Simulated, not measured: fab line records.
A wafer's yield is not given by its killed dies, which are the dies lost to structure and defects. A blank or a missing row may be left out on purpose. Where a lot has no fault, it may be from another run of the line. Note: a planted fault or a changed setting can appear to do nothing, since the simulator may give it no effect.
Struck lot and sound lot, side by side	flow sky130	12 out of 708 route steps
Sound: these wafers, L465.1, L465.5, L465.6. Struck: wafer L473.6; the same lot's L473.2 was not struck, so it is left out; see the end for the cause.
At each step with rows: each side's tool, then ch and its chambers, then its first start. Under that, the readings that differ: sound wafers	struck wafers	difference of the means	sigmas: that difference in standard deviations of wafers without a fault.
alike: same words and numbers on both sides, and readings whose means sit less than 2 such deviations apart. not compared: any withheld reading, any reading some wafer has no value for, any bound like >300 that may hide the same value, and any number with overlapping values for which the record gives no deviation.
A row with sigmas, a row that says differs or no value, or rows on one side alone: a step with any of these is where the two part. Numbers that have no deviation but don't overlap get no sigmas and don't part them. A reading missing from all wafers of one side parts the sides only when that side holds two or more wafers.

SKY_FIELD_ISO_BOW_MEAS_00:
  sound on film metro-01, day 3 22:00; struck on film metro-02, day 5 14:01
  alike: INCOMING_BOW
then, 1 step without rows for these wafers: SKY_FIELD_ISO_OXIDATION_01 (stabilise 600 s, purge 300 s, target thk 12 nm).
SKY_FIELD_ISO_THK_MEAS_02:
  sound on film metro-01, day 3 23:38; struck on film metro-01, day 5 15:44
  alike: FIELD_ISO_OXIDATION_00_THK
then, 1 step without rows for these wafers: SKY_FIELD_ISO_CVD_03 (deposits Si3N4 from DCS/NH3, target thk 165 nm, time 2830 s).
SKY_FIELD_ISO_THK_MEAS_04:
  sound on film metro-02, day 4 01:38; struck on film metro-04, day 5 19:17
  alike: FIELD_ISO_CVD_03_THK
then, 4 steps without rows for these wafers: SKY_FIELD_ISO_DEHYDRATE_05 (time 60 s); SKY_FIELD_ISO_HMDS_06 (prime time 60 s); SKY_FIELD_ISO_COAT_07 (resist thk 60 nm); SKY_FIELD_ISO_COAT_08 (resist thk 450 nm).
SKY_FIELD_ISO_SOFTBAKE_09: time 90 s.
  sound on litho track-03 ch 0, day 4 09:00; struck on litho track-03 ch 0, day 6 04:00
reading	sound	struck	difference	sigmas
heater power total W (W)	57.29 57.48 57.51	61.21	+3.78	+34
run length s (s)	119.31 119.07 119.48	103.40	-15.89	-99 or more
then, 1 step without rows for these wafers: SKY_FIELD_ISO_EXPOSE_10 (exposes mask FOM, target cd 150 nm).
-- the record jumps here: 44 days lie between the struck wafers' starts before and after (it left off in module FIELD_ISO and takes up again in module PAD_OPEN, whose first step shown is number 708 of the route) --
SKY_PAD_OPEN_PROBE_99:
  sound on prober-02, day 48 14:59; struck on prober-02, day 50 10:59
reading	sound	struck	difference	sigmas
killed open	45 43 34	56	+15	+2
  alike: killed_at_M0_to_M3, killed_at_M4_up, killed at contacts, killed at front end, killed at other, killed dies, killed short

== WHERE THEY PART ==
First at SKY_FIELD_ISO_SOFTBAKE_09; last, within this record, at SKY_PAD_OPEN_PROBE_99.

WHY: the cause the simulator had injected
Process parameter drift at SKY_FIELD_ISO_SOFTBAKE_09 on litho track-03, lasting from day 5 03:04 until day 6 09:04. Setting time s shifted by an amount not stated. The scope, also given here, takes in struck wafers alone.
